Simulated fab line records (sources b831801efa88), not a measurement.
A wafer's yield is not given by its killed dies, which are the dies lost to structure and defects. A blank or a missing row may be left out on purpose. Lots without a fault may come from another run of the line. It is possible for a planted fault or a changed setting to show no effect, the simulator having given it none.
Which of the tools did it? :: flow gf180mcu :: 42 wafers from 14 lots sampled at 5 of the route's 602 steps

WHAT THE GAUGES READ, wafer by wafer
GF_HV_LDD_TW_MEAS_23.
lot: L593
measured: day 11 23:07
on: film_metro-03
HV_LDD_2_TW: 1064 1063 1060

lot: L594
measured: day 12 01:41
on: film_metro-04
HV_LDD_2_TW: 1060 1059 1065

lot: L597
measured: day 13 01:48
on: film_metro-03
HV_LDD_2_TW: 1054 1059 1054

lot: L599
measured: day 13 17:08
on: film_metro-03
HV_LDD_2_TW: 1057 1059 1053

lot: L601
measured: day 14 11:34
on: film_metro-03
HV_LDD_2_TW: 1067 1060 1060

lot: L602
measured: day 14 19:31
on: film_metro-03
HV_LDD_2_TW: 1110 1109 1108

lot: L603
measured: day 15 01:12
on: film_metro-02
HV_LDD_2_TW: 1109 1117 1109

lot: L606
measured: day 15 21:46
on: film_metro-03
HV_LDD_2_TW: 1063 1065 1059

lot: L608
measured: day 16 10:10
on: film_metro-04
HV_LDD_2_TW: 1067 1061 1064

lot: L609
measured: day 16 22:41
on: film_metro-02
HV_LDD_2_TW: 1058 1067 1057

lot: L610
measured: day 17 07:22
on: film_metro-02
HV_LDD_2_TW: 1071 1071 1064

lot: L611
measured: day 17 18:01
on: film_metro-04
HV_LDD_2_TW: 1077 1069 1074

lot: L612
measured: day 17 21:43
on: film_metro-03
HV_LDD_2_TW: 1055 1057 1049

lot: L613
measured: day 18 02:09
on: film_metro-04
HV_LDD_2_TW: 1062 1066 1067

GF_V2_BOW_MEAS_05.
lot: L593
measured: day 20 17:43
on: film_metro-02
V2_BOW (um): 98 108 101

lot: L594
measured: day 20 23:28
on: film_metro-04
V2_BOW (um): 103 106 110

lot: L597
measured: day 22 02:10
on: film_metro-04
V2_BOW (um): 97 100 95

lot: L599
measured: day 22 21:49
on: film_metro-03
V2_BOW (um): 96 108 113

lot: L601
measured: day 23 15:50
on: film_metro-02
V2_BOW (um): 107 103 94

lot: L602
measured: day 24 00:19
on: film_metro-02
V2_BOW (um): 88 100 89

lot: L603
measured: day 24 07:34
on: film_metro-03
V2_BOW (um): 103 109 116

lot: L606
measured: day 25 03:23
on: film_metro-04
V2_BOW (um): 87 110 90

lot: L608
measured: day 25 19:03
on: film_metro-03
V2_BOW (um): 106 107 101

lot: L609
measured: day 26 03:44
on: film_metro-04
V2_BOW (um): 106 106 113

lot: L610
measured: day 26 11:41
on: film_metro-03
V2_BOW (um): 103 109 102

lot: L611
measured: day 26 22:17
on: film_metro-03
V2_BOW (um): 107 103 113

lot: L612
measured: day 26 22:56
on: film_metro-02
V2_BOW (um): 111 100 105

lot: L613
measured: day 27 03:59
on: film_metro-03
V2_BOW (um): 108 104 96

GF_V2_OVL_MEAS_15.
lot: L593
measured: day 21 18:43
on: overlay-02
V2_OVL (nm): -2 -3 -7

lot: L594
measured: day 21 23:33
on: overlay-01
V2_OVL (nm): -1 0 -3

lot: L597
measured: day 23 00:49
on: overlay-01
V2_OVL (nm): -6 -7 -5

lot: L599
measured: day 23 20:26
on: overlay-01
V2_OVL (nm): 5 -1 2

lot: L601
measured: day 24 14:07
on: overlay-02
V2_OVL (nm): 2 2 5

lot: L602
measured: day 24 22:43
on: overlay-02
V2_OVL (nm): -3 4 2

lot: L603
measured: day 25 05:12
on: overlay-01
V2_OVL (nm): 6 15 2

lot: L606
measured: day 26 01:04
on: overlay-02
V2_OVL (nm): 3 1 11

lot: L608
measured: day 26 15:46
on: overlay-02
V2_OVL (nm): -6 -3 -8

lot: L609
measured: day 27 00:48
on: overlay-02
V2_OVL (nm): 5 8 9

lot: L610
measured: day 27 07:42
on: overlay-02
V2_OVL (nm): 0 2 0

lot: L611
measured: day 27 18:22
on: overlay-01
V2_OVL (nm): 11 12 8

lot: L612
measured: day 27 19:11
on: overlay-01
V2_OVL (nm): -2 -2 1

lot: L613
measured: day 28 00:07
on: overlay-02
V2_OVL (nm): 5 5 1

EACH LOT AND THE TOOL THAT RAN IT (in order: tool; ch and the chambers of the sampled wafers; start)
lot: L593
GF_HV_LDD_IMPLANT_21: implanter-02 ch 0, day 11 22:53
GF_M2_SPUTTER_03: pvd_sputter-04, day 19 15:52

lot: L594
GF_HV_LDD_IMPLANT_21: implanter-02 ch 0, day 12 01:26
GF_M2_SPUTTER_03: pvd_sputter-01, day 19 21:57

lot: L597
GF_HV_LDD_IMPLANT_21: implanter-03 ch 0, day 13 01:33
GF_M2_SPUTTER_03: pvd_sputter-04, day 21 00:51

lot: L599
GF_HV_LDD_IMPLANT_21: implanter-01 ch 0, day 13 16:55
GF_M2_SPUTTER_03: pvd_sputter-04, day 21 21:04

lot: L601
GF_HV_LDD_IMPLANT_21: implanter-02 ch 0, day 14 11:20
GF_M2_SPUTTER_03: pvd_sputter-04, day 22 15:47

lot: L602
GF_HV_LDD_IMPLANT_21: implanter-01 ch 0, day 14 19:16
GF_M2_SPUTTER_03: pvd_sputter-01, day 23 00:25

lot: L603
GF_HV_LDD_IMPLANT_21: implanter-01 ch 0, day 15 00:57
GF_M2_SPUTTER_03: pvd_sputter-02, day 23 07:29

lot: L606
GF_HV_LDD_IMPLANT_21: implanter-03 ch 0, day 15 21:31
GF_M2_SPUTTER_03: pvd_sputter-02, day 24 05:13

lot: L608
GF_HV_LDD_IMPLANT_21: implanter-02 ch 0, day 16 09:55
GF_M2_SPUTTER_03: pvd_sputter-02, day 24 19:56

lot: L609
GF_HV_LDD_IMPLANT_21: implanter-02 ch 0, day 16 22:26
GF_M2_SPUTTER_03: pvd_sputter-02, day 25 04:49

lot: L610
GF_HV_LDD_IMPLANT_21: implanter-03 ch 0, day 17 07:08
GF_M2_SPUTTER_03: pvd_sputter-01, day 25 13:22

lot: L611
GF_HV_LDD_IMPLANT_21: implanter-01 ch 0, day 17 17:46
GF_M2_SPUTTER_03: pvd_sputter-04, day 25 23:53

lot: L612
GF_HV_LDD_IMPLANT_21: implanter-03 ch 0, day 17 21:29
GF_M2_SPUTTER_03: pvd_sputter-04, day 26 01:16

lot: L613
GF_HV_LDD_IMPLANT_21: implanter-02 ch 0, day 18 01:55
GF_M2_SPUTTER_03: pvd_sputter-02, day 26 06:00
- GF_HV_LDD_IMPLANT_21
- GF_M2_SPUTTER_03: material Ti, target thk 10 nm, time 6.7 s.

WHAT THE TOOLS THEMSELVES READ (means of the sampled wafers that have a number; where no wafer has one, the mark that the record gives instead)
GF_HV_LDD_IMPLANT_21.
lot: L593
tool: implanter-02
dose_ions_cm2: 4.997e+13
faraday_current_uA: 283

lot: L594
tool: implanter-02
dose_ions_cm2: 5.004e+13
faraday_current_uA: 279

lot: L597
tool: implanter-03
dose_ions_cm2: 5.000e+13
faraday_current_uA: 282

lot: L599
tool: implanter-01
dose_ions_cm2: 5.007e+13
faraday_current_uA: 286

lot: L601
tool: implanter-02
dose_ions_cm2: 4.990e+13
faraday_current_uA: 279

lot: L602
tool: implanter-01
dose_ions_cm2: 5.786e+13
faraday_current_uA: 325

lot: L603
tool: implanter-01
dose_ions_cm2: 5.779e+13
faraday_current_uA: 322

lot: L606
tool: implanter-03
dose_ions_cm2: 5.003e+13
faraday_current_uA: 281

lot: L608
tool: implanter-02
dose_ions_cm2: 4.996e+13
faraday_current_uA: 288

lot: L609
tool: implanter-02
dose_ions_cm2: 5.001e+13
faraday_current_uA: 276

lot: L610
tool: implanter-03
dose_ions_cm2: 4.996e+13
faraday_current_uA: 281

lot: L611
tool: implanter-01
dose_ions_cm2: 5.003e+13
faraday_current_uA: 282

lot: L612
tool: implanter-03
dose_ions_cm2: 5.001e+13
faraday_current_uA: 282

lot: L613
tool: implanter-02
dose_ions_cm2: 5.004e+13
faraday_current_uA: 281

GF_M2_SPUTTER_03.
lot: L593
tool: pvd_sputter-04
throttle_valve_pct (%): 30.3

lot: L594
tool: pvd_sputter-01
throttle_valve_pct (%): 27.4

lot: L597
tool: pvd_sputter-04
throttle_valve_pct (%): 30.7

lot: L599
tool: pvd_sputter-04
throttle_valve_pct (%): 31.0

lot: L601
tool: pvd_sputter-04
throttle_valve_pct (%): 30.2

lot: L602
tool: pvd_sputter-01
throttle_valve_pct (%): 28.4

lot: L603
tool: pvd_sputter-02
throttle_valve_pct (%): 30.4

lot: L606
tool: pvd_sputter-02
throttle_valve_pct (%): 30.3

lot: L608
tool: pvd_sputter-02
throttle_valve_pct (%): 30.7

lot: L609
tool: pvd_sputter-02
throttle_valve_pct (%): 30.4

lot: L610
tool: pvd_sputter-01
throttle_valve_pct (%): 28.8

lot: L611
tool: pvd_sputter-04
throttle_valve_pct (%): 30.2

lot: L612
tool: pvd_sputter-04
throttle_valve_pct (%): 30.6

lot: L613
tool: pvd_sputter-02
throttle_valve_pct (%): 30.8

THE ANSWER, worked out from the rows above alone
Rule: the lots themselves supply what counts as usual. Put in order of their means at a reading, lots are off if they are a third of the lots or fewer, leave a main group of 4 or more, and stand apart from it by a gap of 3 or more times the standard deviation of the main group's means; of several such gaps the widest counts. A main group is skipped when, at the precision printed for the reading in the tables above, its means are all equal. A lot without any number at a reading at which 4 lots or more have one is off too. All remaining lots with rows at the step are treated as sound. Order of review: gauges by route order, followed by the tools' own readings, for which a lot's mean as printed above is used. The first step at which some lot is off is used, and at that step the reading that is off furthest; a lot without a number counts as furthest.
Off: L602, L603, seen at GF_HV_LDD_TW_MEAS_23 (HV_LDD_2_TW). Main group: mean 1062, sd 5.2.
If a tool, at a process step before that reading, ran all the lots that are off and no sound lot after the first of them, it fits. The gauges at GF_HV_LDD_TW_MEAS_23 aren't tried: what is off there is off at GF_HV_LDD_IMPLANT_21 too, on other tools, and a gauge's error can't cause that. None of those tried fits.

WHAT THE SIMULATOR HAD PUT IN
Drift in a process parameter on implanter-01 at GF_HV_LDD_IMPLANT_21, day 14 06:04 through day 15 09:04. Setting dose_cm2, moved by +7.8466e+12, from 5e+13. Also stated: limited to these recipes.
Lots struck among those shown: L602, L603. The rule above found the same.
